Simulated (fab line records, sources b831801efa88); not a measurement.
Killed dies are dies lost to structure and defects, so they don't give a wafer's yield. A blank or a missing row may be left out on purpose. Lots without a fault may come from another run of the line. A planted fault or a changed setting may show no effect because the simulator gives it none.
fab line records | flow sky130
record lots=6 wafers=18 last_day=50
route steps=708 shown LDD_N@237 PAD_OPEN@708
lots that met no fault: from a run of the same line without faults
start_h: hours from the record's first day to the start of the lot's first wafer shown | wait_h: hours since the lot's step before | " the same as in the row above | L1.1+2: a row that stands for several wafers | - no value, or no start given | * or withheld: withheld | < > ~ a bound
route shown NAME@n: a module of which the file shows steps, and the number in the route of the first | usual: mean/standard deviation of fault-free wafers | same: alike in all rows | chamber/n: place in a boat | sites: the reading at each site | _std_site: their standard deviation | _edge_site: outer sites' mean less inner sites' | radius_mm: how far each site lies from the wafer's centre | mask NAME#n: copy n | behind: the tool/chamber that last shaped the wafer | hold: why the lot was held/for how many hours/how that ended | device: the transistor (n, p or np) that didn't switch | end of line: the same wafers' tests at the end of the route | a step without rows: its recipe alone | killed: dies lost to structure and defects at the first sort, not the wafer's yield | map: a wafer's dies, x killed, . not, _ none there
set.NAME: the setting as run; set.NAME@STEP: as run at that earlier step | model.NAME: the simulator's own value behind a step, which no gauge read
lots at some steps of the route; a table a step, a row a wafer
services: from which hour (start_h, from the record's first day; less than 0 if before it) a tool's chamber was out of use, for how many hours, and why
## steps
# step SKY_LDD_N_DEHYDRATE_00
# recipe temp_c=200 time_s=60
# step SKY_LDD_N_HMDS_01
# recipe prime_time_s=60 prime_temp_c=120
# step SKY_LDD_N_COAT_02
# recipe resist=NOVOLAK spin_rpm=3000 resist_thk_nm=296.5
# step SKY_LDD_N_SOFTBAKE_03
# recipe temp_c=90 time_s=60 resist=NOVOLAK
# step SKY_LDD_N_EXPOSE_04
# recipe mask_id=NTM target_cd_nm=840 na=0.6 source_shape=conventional sigma_outer=0.6 dose_mj=110
# step SKY_LDD_N_PEB_05
# recipe temp_c=withheld time_s=* resist=NOVOLAK
# step SKY_LDD_N_DEVELOP_06
# recipe develop_time_s=60 dev_temp_c=23
# step SKY_LDD_N_OVL_MEAS_07
# usual LDD_N_OVL=0.5/1.3
# columns lot.wafer tool chamber start_h wait_h LDD_N_OVL[nm]
L543.2 overlay-02 - 450.93 0.1 -0.2
L543.3 " - " " 0.9
L543.5 " - " " -0.4
L549.1 overlay-02 - 484.42 0.1 -0.5
L549.2 " - " " -1.0
L549.5 " - " " -1.2
L552.1 overlay-01 - 509.37 0.1 3.1
L552.4 " - " " 0.9
L552.6 " - " " 0.1
L553.3 overlay-02 - 518.33 0.1 -0.3
L553.5 " - " " 1.1
L553.6 " - " " 0.1
L561.1 overlay-01 - 592.63 0.1 1.3
L561.3 " - " " 2.1
L561.6 " - " " 1.5
L563.1 overlay-01 - 601.02 0.1 1.5
L563.3 " - " " 2.3
L563.4 " - " " 0.7
# step SKY_LDD_N_IMPLANT_08
# recipe species=As energy_kev=20 dose_cm2=7.5e+13 tilt_deg=withheld rotation_deg=23
# step SKY_LDD_N_IMPLANT_09
# recipe species=As energy_kev=20 dose_cm2=7.5e+13 tilt_deg=withheld rotation_deg=113
# step SKY_LDD_N_IMPLANT_10
# recipe species=As energy_kev=20 dose_cm2=7.5e+13 tilt_deg=withheld rotation_deg=203
# step SKY_LDD_N_IMPLANT_11
# recipe species=As energy_kev=20 dose_cm2=7.5e+13 tilt_deg=withheld rotation_deg=293
# step SKY_LDD_N_IMPLANT_12
# recipe species=BF2 energy_kev=50 dose_cm2=5e+12 tilt_deg=30 rotation_deg=0
# usual dose_ions_cm2=5e+12/4.9e+09 faraday_current_uA=28.2/0.56
# columns lot.wafer tool chamber start_h wait_h dose_ions_cm2 faraday_current_uA
L543.2 implanter-03 0 451.59 0.1 5.01e+12 27.4
L543.3 " 0 " " 4.999e+12 28.3
L543.5 " 0 " " 4.997e+12 27.1
L549.1 implanter-04 0 485.05 0.1 4.987e+12 29.4
L549.2 " 0 " " 5.001e+12 28.9
L549.5 " 0 " " 4.996e+12 28.7
L552.1 implanter-04 0 510.00 0.1 9.777e+12 55.4
L552.4 " 0 " " 9.775e+12 56.2
L552.6 " 0 " " 9.777e+12 54.5
L553.3 implanter-04 0 519.00 0.1 9.78e+12 56.7
L553.5 " 0 " " 9.783e+12 56.2
L553.6 " 0 " " 9.776e+12 55.6
L561.1 implanter-04 0 593.26 0.1 4.987e+12 28.9
L561.3 " 0 " " 5e+12 28.7
L561.6 " 0 " " 4.991e+12 28.3
L563.1 implanter-02 0 601.65 0.1 5.004e+12 27.8
L563.3 " 0 " " 5.006e+12 28.5
L563.4 " 0 " " 5.002e+12 28.1
# step SKY_LDD_N_IMPLANT_13
# recipe species=BF2 energy_kev=50 dose_cm2=5e+12 tilt_deg=30 rotation_deg=90
# step SKY_PAD_OPEN_PROBE_99
# columns lot.wafer tool chamber start_h wait_h model.etest.nfet_01v8_lvt.drive_ua_um model.etest.nfet_01v8.r_on_ohm_um model.etest.sram_nfet_pass.drive_ua_um model.etest.nfet_01v8.drive_ua_um model.etest.nfet_01v8_swapped.drive_ua_um model.etest.tip_n.rs_ohm_sq model.etest.nfet_01v8.off_log10_a_um model.etest.nfet_01v8_lvt.vt_sat_v
L543.2 prober-01 - 1107.35 0.1 568.4 839.4 465.6 496.1 500.9 439.5 -13.33 0.5341
L543.3 prober-01 - 1107.40 0.2 559.1 863 479.6 486.3 492.1 440.7 -13.19 0.5442
L543.5 prober-01 - 1107.50 0.2 563 845.4 463.9 494.5 498 437.8 -13.33 0.5383
L549.1 prober-01 - 1125.95 0.1 572.6 838 498.1 505.8 502.9 447.5 -13.39 0.5366
L549.2 prober-01 - 1126.00 0.1 590.5 827.7 501.4 518.6 518.2 446.9 -13.4 0.523
L549.5 prober-01 - 1126.15 0.2 581.4 831.3 482.3 507.8 512 448.7 -13.24 0.5286
L552.1 prober-01 - 1142.74 0.1 541.2 846.8 488 482.6 483 452.1 -13.44 0.6192
L552.4 prober-01 - 1142.89 0.2 528.6 862.5 468.3 468.7 470.5 449.6 -13.54 0.6232
L552.6 prober-01 - 1142.99 0.2 550.2 841.1 467.8 489 491.6 452.1 -13.41 0.6131
L553.3 prober-01 - 1147.69 0.2 534.8 870.4 455.6 479.5 477.6 449.2 -13.37 0.6293
L553.5 prober-01 - 1147.79 0.2 550.3 848.5 463.4 488.1 488.1 450.3 -13.21 0.6109
L553.6 prober-01 - 1147.84 0.2 556.7 854.1 503.2 493.3 493.1 450.8 -13.38 0.6086
L561.1 prober-01 - 1193.20 0.1 593.8 807.1 518.9 520.9 522.7 435.6 -13.26 0.5224
L561.3 prober-01 - 1193.30 0.2 589 811.8 514.7 512.4 520.4 435.4 -13.38 0.5301
L561.6 prober-01 - 1193.45 0.2 586.1 811.9 501.1 516.1 521.1 434.1 -13.32 0.5359
L563.1 prober-01 - 1198.65 0.1 575.1 821.7 489.5 506.6 504 441.9 -13.21 0.5346
L563.3 prober-01 - 1198.75 0.2 567.6 844 483.5 507.6 503.9 444.4 -13.3 0.5392
L563.4 prober-01 - 1198.80 0.2 579.8 835.8 498 507.1 508.3 444.9 -13.38 0.5382
# killed by level:class
L543.2 VIA3:geometric_particle:open=11 LI_CONTACT:geometric_particle:open=10 CONTACT:geometric_particle:open=10 METAL2:geometric_particle:short=7 VIA1:geometric_particle:open=7 FIELD_ISO:geometric_particle:short=6 VIA2:geometric_particle:open=6 LOCAL_INTERCONNECT:geometric_particle:short=5
L543.3 VIA1:geometric_particle:open=8 FIELD_ISO:geometric_particle:short=7 LI_CONTACT:geometric_particle:open=7 CONTACT:geometric_particle:open=6 METAL1:geometric_particle:short=6 VIA3:geometric_particle:open=5 VIA3:geometric_particle:short=5 POLY_GATE:geometric_particle:short=4
L543.5 CONTACT:geometric_particle:open=7 VIA2:geometric_particle:open=7 METAL2:geometric_particle:short=6 POLY_GATE:geometric_particle:open=5 LI_CONTACT:geometric_particle:short=5 LI_CONTACT:geometric_particle:open=5 VIA1:geometric_particle:open=5 FIELD_ISO:geometric_particle:short=4
L549.1 FIELD_ISO:geometric_particle:short=11 CONTACT:geometric_particle:open=10 LI_CONTACT:geometric_particle:open=9 VIA2:geometric_particle:open=8 VIA3:geometric_particle:open=8 METAL1:geometric_particle:short=6 VIA1:geometric_particle:open=6 CONTACT:geometric_particle:short=4
L549.2 VIA1:geometric_particle:open=16 CONTACT:geometric_particle:open=10 VIA1:geometric_particle:short=9 VIA2:geometric_particle:open=9 LI_CONTACT:geometric_particle:open=8 POLY_GATE:geometric_particle:short=4 METAL1:geometric_particle:short=4 LOCAL_INTERCONNECT:geometric_particle:short=4
L549.5 VIA1:geometric_particle:open=13 LI_CONTACT:geometric_particle:open=9 CONTACT:geometric_particle:open=8 VIA3:geometric_particle:short=6 CONTACT:geometric_particle:short=5 METAL1:geometric_particle:short=4 METAL2:geometric_particle:short=4 METAL3:geometric_particle:short=4
L553.3 VIA1:geometric_particle:open=8 CONTACT:geometric_particle:open=7 VIA2:geometric_particle:open=7 POLY_GATE:geometric_particle:short=5 CONTACT:geometric_particle:short=5 LI_CONTACT:geometric_particle:open=4 LOCAL_INTERCONNECT:geometric_particle:short=4 METAL1:geometric_particle:short=4
L553.5 VIA3:geometric_particle:open=12 VIA1:geometric_particle:open=10 VIA2:geometric_particle:open=9 FIELD_ISO:geometric_particle:open=7 CONTACT:geometric_particle:open=7 FIELD_ISO:geometric_particle:short=5 POLY_GATE:geometric_particle:short=5 LI_CONTACT:geometric_particle:open=4
L553.6 CONTACT:geometric_particle:open=9 LI_CONTACT:geometric_particle:open=8 VIA1:geometric_particle:open=8 CONTACT:geometric_particle:short=8 METAL1:geometric_particle:short=7 FIELD_ISO:geometric_particle:open=6 POLY_GATE:geometric_particle:open=4 VIA3:geometric_particle:open=4
L561.1 VIA1:geometric_particle:open=8 VIA2:geometric_particle:open=8 METAL4:geometric_particle:short=7 CONTACT:geometric_particle:open=6 FIELD_ISO:geometric_particle:short=5 FIELD_ISO:geometric_particle:open=5 VIA3:geometric_particle:open=5 LOCAL_INTERCONNECT:geometric_particle:short=4
L561.3 VIA1:geometric_particle:open=16 VIA2:geometric_particle:open=16 CONTACT:geometric_particle:open=10 METAL1:geometric_particle:short=7 VIA3:geometric_particle:open=7 CONTACT:geometric_particle:short=6 VIA1:geometric_particle:short=6 FIELD_ISO:geometric_particle:short=5
L561.6 VIA1:geometric_particle:open=14 CONTACT:geometric_particle:open=9 LI_CONTACT:geometric_particle:open=8 VIA3:geometric_particle:open=8 VIA2:geometric_particle:open=6 FIELD_ISO:geometric_particle:short=5 FIELD_ISO:geometric_particle:open=5 METAL2:geometric_particle:short=4
L563.1 VIA1:geometric_particle:open=15 LI_CONTACT:geometric_particle:open=7 FIELD_ISO:geometric_particle:short=6 POLY_GATE:geometric_particle:open=6 CONTACT:geometric_particle:open=6 CONTACT:geometric_particle:short=6 VIA2:geometric_particle:open=5 POLY_GATE:geometric_particle:short=4
L563.3 LI_CONTACT:geometric_particle:open=15 VIA1:geometric_particle:open=12 VIA2:geometric_particle:open=7 VIA3:geometric_particle:open=6 LOCAL_INTERCONNECT:geometric_particle:short=5 CONTACT:geometric_particle:short=5 VIA1:geometric_particle:short=4 LI_CONTACT:geometric_particle:short=3
L563.4 VIA1:geometric_particle:open=12 CONTACT:geometric_particle:open=11 METAL2:geometric_particle:short=7 FIELD_ISO:geometric_particle:open=6 LI_CONTACT:geometric_particle:open=6 CONTACT:geometric_particle:short=5 VIA1:geometric_particle:short=4 VIA2:geometric_particle:open=4
## services
# columns tool chamber start_h hours kind
implanter-03 - 466.74 3.8 repair
implanter-03 - 486.90 4.7 repair
implanter-02 - 526.93 1.8 repair
implanter-02 - 528.41 5.1 repair
## key
first_sign step=SKY_LDD_N_IMPLANT_12 reading=dose_ions_cm2 direction=up sigmas=99+ usual=* struck=*
effect step=SKY_LDD_N_IMPLANT_12 reading=faraday_current_uA direction=up sigmas=49 usual=28.2 struck=55.8
model_effect step=SKY_PAD_OPEN_PROBE_99 value=etest.nfet_01v8_lvt.drive_ua_um without=582.2 struck=543.6
met_at SKY_LDD_N_IMPLANT_12
struck_wafers L552.1,L552.4,L552.6,L553.3,L553.5,L553.6
sort_left_out L552.1,L552.4,L552.6
tester_left_out L552,L553
onset_between 485.05 510.00
fault kind=process_parameter_drift tool=implanter-04 chamber=- onset_h=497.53 steps=SKY_LDD_N_IMPLANT_12 channel=dose_cm2 offset=* shape=step end_h=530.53 acts_in=* stated=*
# tester_left_out: of these lots the tester's yield and bins aren't shown, on N5 and GAA mostly nor the transistor test; their killed dies are dies lost to structure and defects alone, not to doping, threshold or leakage, so they don't give the yield
# sort_left_out: the simulated sort isn't trusted on such a fault, so these wafers' sort isn't shown, and their yield isn't known
